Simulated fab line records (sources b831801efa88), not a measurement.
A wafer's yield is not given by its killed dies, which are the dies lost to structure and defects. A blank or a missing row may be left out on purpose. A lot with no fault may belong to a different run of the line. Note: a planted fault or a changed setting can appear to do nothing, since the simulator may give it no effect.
Which tool is to blame? / flow sky130 / 12 lots with 34 wafers sampled at 6 steps, on a route of 708 steps

== WHAT EACH GAUGE READ, for each wafer ==
SKY_FIELD_ISO_THK_MEAS_25.
lot=L252; measured=day 2 09:49; on=film_metro-01; FIELD_ISO_CVD_24_THK (nm)=582 590 580
lot=L255; measured=day 2 22:44; on=film_metro-03; FIELD_ISO_CVD_24_THK (nm)=591 593 599
lot=L256; measured=day 3 04:56; on=film_metro-03; FIELD_ISO_CVD_24_THK (nm)=587 588 586
lot=L257; measured=day 3 12:16; on=film_metro-01; FIELD_ISO_CVD_24_THK (nm)=586 599 597
lot=L258; measured=day 3 14:57; on=film_metro-01; FIELD_ISO_CVD_24_THK (nm)=596 588 587
lot=L263; measured=day 4 16:56; on=film_metro-04; FIELD_ISO_CVD_24_THK (nm)=593 596
lot=L264; measured=day 4 21:06; on=film_metro-03; FIELD_ISO_CVD_24_THK (nm)=611 619
lot=L269; measured=day 6 01:45; on=film_metro-03; FIELD_ISO_CVD_24_THK (nm)=617 594 604
lot=L270; measured=day 6 11:29; on=film_metro-03; FIELD_ISO_CVD_24_THK (nm)=612 609 599
lot=L271; measured=day 6 11:28; on=film_metro-04; FIELD_ISO_CVD_24_THK (nm)=601 609 602
lot=L274; measured=day 7 01:53; on=film_metro-01; FIELD_ISO_CVD_24_THK (nm)=599 595 603
lot=L275; measured=day 7 12:52; on=film_metro-03; FIELD_ISO_CVD_24_THK (nm)=599 606 598

SKY_NWELL_TW_MEAS_15.
lot=L252; measured=day 4 17:02; on=film_metro-01; NWELL_TW=1813 1814 1809
lot=L255; measured=day 5 06:55; on=film_metro-02; NWELL_TW=1845 1834 1835
lot=L256; measured=day 5 14:26; on=film_metro-02; NWELL_TW=1837 1825 1833
lot=L257; measured=day 5 21:40; on=film_metro-02; NWELL_TW=1832 1843 1833
lot=L258; measured=day 6 01:36; on=film_metro-01; NWELL_TW=1816 1816 1817
lot=L263; measured=day 7 05:41; on=film_metro-02; NWELL_TW=1672 1816
lot=L264; measured=day 7 17:16; on=film_metro-02; NWELL_TW=1811 1670
lot=L269; measured=day 9 04:57; on=film_metro-01; NWELL_TW=1833 1817 1822
lot=L270; measured=day 9 11:35; on=film_metro-01; NWELL_TW=1830 1828 1829
lot=L271; measured=day 9 11:21; on=film_metro-02; NWELL_TW=1802 1792 1808
lot=L274; measured=day 9 22:15; on=film_metro-02; NWELL_TW=1802 1788 1791
lot=L275; measured=day 10 12:08; on=film_metro-01; NWELL_TW=1827 1833 1832

SKY_NWELL_TW_MEAS_26.
lot=L252; measured=day 5 10:32; on=film_metro-01; NWELL_2_TW=499 500 500
lot=L255; measured=day 6 01:04; on=film_metro-01; NWELL_2_TW=494 495 497
lot=L256; measured=day 6 08:37; on=film_metro-01; NWELL_2_TW=498 496 499
lot=L257; measured=day 6 14:46; on=film_metro-04; NWELL_2_TW=500 496 496
lot=L258; measured=day 6 19:36; on=film_metro-04; NWELL_2_TW=498 499 499
lot=L263; measured=day 8 01:10; on=film_metro-02; NWELL_2_TW=491 491
lot=L264; measured=day 8 13:46; on=film_metro-04; NWELL_2_TW=497 497
lot=L269; measured=day 10 02:48; on=film_metro-02; NWELL_2_TW=493 494 493
lot=L270; measured=day 10 10:04; on=film_metro-02; NWELL_2_TW=491 494 493
lot=L271; measured=day 10 09:12; on=film_metro-02; NWELL_2_TW=491 494 496
lot=L274; measured=day 10 20:57; on=film_metro-02; NWELL_2_TW=493 493 493
lot=L275; measured=day 11 10:47; on=film_metro-01; NWELL_2_TW=496 498 497

SKY_NWELL_RS_MEAS_29: the measuring method here is four-point-probe.
lot=L252; measured=day 5 10:45; on=film_metro-01; NWELL_RS (ohm/sq)=624.5 625.0 624.6
lot=L255; measured=day 6 01:17; on=film_metro-02; NWELL_RS (ohm/sq)=624.5 626.7 624.8
lot=L256; measured=day 6 08:50; on=film_metro-02; NWELL_RS (ohm/sq)=622.9 625.6 625.0
lot=L257; measured=day 6 14:59; on=film_metro-01; NWELL_RS (ohm/sq)=627.8 626.3 626.9
lot=L258; measured=day 6 19:49; on=film_metro-01; NWELL_RS (ohm/sq)=626.5 628.2 628.9
lot=L263; measured=day 8 01:25; on=film_metro-04; NWELL_RS (ohm/sq)=720.0 625.8
lot=L264; measured=day 8 13:59; on=film_metro-04; NWELL_RS (ohm/sq)=621.9 716.3
lot=L269; measured=day 10 03:01; on=film_metro-01; NWELL_RS (ohm/sq)=622.4 624.4 624.5
lot=L270; measured=day 10 10:17; on=film_metro-01; NWELL_RS (ohm/sq)=625.6 624.5 625.7
lot=L271; measured=day 10 09:25; on=film_metro-01; NWELL_RS (ohm/sq)=624.3 622.9 623.7
lot=L274; measured=day 10 21:10; on=film_metro-02; NWELL_RS (ohm/sq)=626.5 628.1 627.3
lot=L275; measured=day 11 11:04; on=film_metro-04; NWELL_RS (ohm/sq)=624.9 624.4 623.2

== EACH LOT AND THE TOOL THAT RAN IT (in order: tool; ch and the chambers of the sampled wafers; start) ==
lot=L252; SKY_FIELD_ISO_ETCH_14=rie_diel-03 ch 0,2,3, day 2 06:40; SKY_NWELL_IMPLANT_11=implanter-02 ch 0, day 4 16:29
lot=L255; SKY_FIELD_ISO_ETCH_14=rie_diel-02 ch 0,1,2, day 2 20:16; SKY_NWELL_IMPLANT_11=implanter-01 ch 0, day 5 06:22
lot=L256; SKY_FIELD_ISO_ETCH_14=rie_diel-03 ch 0,1,3, day 3 02:22; SKY_NWELL_IMPLANT_11=implanter-02 ch 0, day 5 13:53
lot=L257; SKY_FIELD_ISO_ETCH_14=rie_diel-01 ch 2,3, day 3 07:34; SKY_NWELL_IMPLANT_11=implanter-02 ch 0, day 5 21:08
lot=L258; SKY_FIELD_ISO_ETCH_14=rie_diel-03 ch 0,2,3, day 3 12:45; SKY_NWELL_IMPLANT_11=implanter-04 ch 0, day 6 01:04
lot=L263; SKY_FIELD_ISO_ETCH_14=rie_diel-02 ch 0,3, day 4 14:10; SKY_NWELL_IMPLANT_11=implanter-01 ch 0, day 7 05:11
lot=L264; SKY_FIELD_ISO_ETCH_14=rie_diel-03 ch 0,3, day 4 18:22; SKY_NWELL_IMPLANT_11=implanter-01 ch 0, day 7 08:28
lot=L269; SKY_FIELD_ISO_ETCH_14=rie_diel-03 ch 0,1,2, day 5 21:50; SKY_NWELL_IMPLANT_11=implanter-02 ch 0, day 9 04:25
lot=L270; SKY_FIELD_ISO_ETCH_14=rie_diel-02 ch 1,2,3, day 6 03:25; SKY_NWELL_IMPLANT_11=implanter-04 ch 0, day 9 11:04
lot=L271; SKY_FIELD_ISO_ETCH_14=rie_diel-02 ch 1,2,3, day 6 06:27; SKY_NWELL_IMPLANT_11=implanter-02 ch 0, day 9 10:49
lot=L274; SKY_FIELD_ISO_ETCH_14=rie_diel-01 ch 0,1, day 6 23:30; SKY_NWELL_IMPLANT_11=implanter-04 ch 0, day 9 21:43
lot=L275; SKY_FIELD_ISO_ETCH_14=rie_diel-02 ch 2,3, day 7 10:57; SKY_NWELL_IMPLANT_11=implanter-02 ch 0, day 10 11:35
- SKY_FIELD_ISO_ETCH_14: etches BARC in N2/H2, stops on SiO2, time 45.9 s, target depth 60 nm.
- SKY_NWELL_IMPLANT_11

== AS READ BY THE TOOLS THEMSELVES (means over the sampled wafers that have a number; for cases with no such wafer, the mark the record gives instead) ==
SKY_FIELD_ISO_ETCH_14.
lot=L252; tool=rie_diel-03; drypump_motor_current_A (A)=5.2; h2_flow_sccm (sccm)=199.6; oes_product_au (a.u.)=0.857; throttle_valve_pct (%)=13.216
lot=L255; tool=rie_diel-02; drypump_motor_current_A (A)=5.9; h2_flow_sccm (sccm)=199.5; oes_product_au (a.u.)=0.847; throttle_valve_pct (%)=13.237
lot=L256; tool=rie_diel-03; drypump_motor_current_A (A)=5.3; h2_flow_sccm (sccm)=200.1; oes_product_au (a.u.)=0.852; throttle_valve_pct (%)=13.227
lot=L257; tool=rie_diel-01; drypump_motor_current_A (A)=6.3; h2_flow_sccm (sccm)=200.1; oes_product_au (a.u.)=0.853; throttle_valve_pct (%)=13.225
lot=L258; tool=rie_diel-03; drypump_motor_current_A (A)=5.2; h2_flow_sccm (sccm)=199.9; oes_product_au (a.u.)=0.860; throttle_valve_pct (%)=13.225
lot=L263; tool=rie_diel-02; drypump_motor_current_A (A)=5.5; h2_flow_sccm (sccm)=199.6; oes_product_au (a.u.)=0.861; throttle_valve_pct (%)=13.219
lot=L264; tool=rie_diel-03; drypump_motor_current_A (A)=5.2; h2_flow_sccm (sccm)=200.2; oes_product_au (a.u.)=0.851; throttle_valve_pct (%)=13.229
lot=L269; tool=rie_diel-03; drypump_motor_current_A (A)=5.2; h2_flow_sccm (sccm)=199.6; oes_product_au (a.u.)=0.855; throttle_valve_pct (%)=13.226
lot=L270; tool=rie_diel-02; drypump_motor_current_A (A)=5.7; h2_flow_sccm (sccm)=199.9; oes_product_au (a.u.)=0.857; throttle_valve_pct (%)=13.234
lot=L271; tool=rie_diel-02; drypump_motor_current_A (A)=5.7; h2_flow_sccm (sccm)=199.9; oes_product_au (a.u.)=0.857; throttle_valve_pct (%)=13.226
lot=L274; tool=rie_diel-01; drypump_motor_current_A (A)=6.2; h2_flow_sccm (sccm)=199.5; oes_product_au (a.u.)=0.855; throttle_valve_pct (%)=13.223
lot=L275; tool=rie_diel-02; drypump_motor_current_A (A)=5.4; h2_flow_sccm (sccm)=199.9; oes_product_au (a.u.)=0.856; throttle_valve_pct (%)=13.229

SKY_NWELL_IMPLANT_11.
lot=L252; tool=implanter-02; beam_energy_keV=400.03; beam_on_s (s)=10.17; faraday_current_uA=105.7
lot=L255; tool=implanter-01; beam_energy_keV=399.78; beam_on_s (s)=9.82; faraday_current_uA=108.8
lot=L256; tool=implanter-02; beam_energy_keV=399.99; beam_on_s (s)=9.89; faraday_current_uA=108.3
lot=L257; tool=implanter-02; beam_energy_keV=400.03; beam_on_s (s)=10.06; faraday_current_uA=106.6
lot=L258; tool=implanter-04; beam_energy_keV=399.91; beam_on_s (s)=9.90; faraday_current_uA=108.2
lot=L263; tool=implanter-01; beam_energy_keV=400.00; beam_on_s (s)=8.85; faraday_current_uA=121.8
lot=L264; tool=implanter-01; beam_energy_keV=399.76; beam_on_s (s)=8.71; faraday_current_uA=126.0
lot=L269; tool=implanter-02; beam_energy_keV=400.09; beam_on_s (s)=10.14; faraday_current_uA=105.6
lot=L270; tool=implanter-04; beam_energy_keV=400.03; beam_on_s (s)=10.05; faraday_current_uA=106.6
lot=L271; tool=implanter-02; beam_energy_keV=399.94; beam_on_s (s)=9.90; faraday_current_uA=108.1
lot=L274; tool=implanter-04; beam_energy_keV=399.98; beam_on_s (s)=9.91; faraday_current_uA=108.5
lot=L275; tool=implanter-02; beam_energy_keV=399.74; beam_on_s (s)=9.93; faraday_current_uA=108.0

== THE ANSWER, worked out from the rows above alone ==
Rule: the lots themselves supply what counts as usual. Put in order of their means at a reading, lots are off if they are a third of the lots or fewer, leave a main group of 4 or more, and stand apart from it by a gap of 3 or more times the standard deviation of the main group's means; of several such gaps the widest counts. Not used: any main group whose means are identical at the precision the tables above print for the reading. A lot without any number at a reading at which 4 lots or more have one is off too. Where the step has rows for the other lots, those lots are counted as sound. First the gauges in route order, then the tools' own readings, where a lot's mean is used as printed above. The first step at which some lot is off is used, and at that step the reading that is off furthest; a lot without a number counts as furthest.
Off: at SKY_NWELL_TW_MEAS_15 (NWELL_TW), L263, L264. For the main group the mean is 1821 and the standard deviation 14.
A tool fits if, at a process step before that reading, it ran every lot that is off, and no sound lot after the first of them. Not tried: the gauges at SKY_NWELL_TW_MEAS_15; whatever is off there is also off at SKY_NWELL_RS_MEAS_29, on other tools, and gauge error can't account for it. One fits: SKY_NWELL_IMPLANT_11 on implanter-01. A fault onset in the window from L255 (day 5 06:22, its last sound lot) to L263 (day 7 05:11, its first lot off) fits.
The tool's own readings at SKY_NWELL_IMPLANT_11 bear it out: on the lots that are off they differ by more than 5 times the standard deviation of the sound lots' means. beam_on_s reads 8.78 s there against 9.98 s on the sound lots; faraday_current_uA reads 123.9 there against 107.4 on the sound lots.

== WHAT THE SIMULATOR HAD INSERTED ==
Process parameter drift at SKY_NWELL_IMPLANT_11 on implanter-01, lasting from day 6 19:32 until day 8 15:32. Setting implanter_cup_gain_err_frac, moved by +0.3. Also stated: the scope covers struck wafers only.
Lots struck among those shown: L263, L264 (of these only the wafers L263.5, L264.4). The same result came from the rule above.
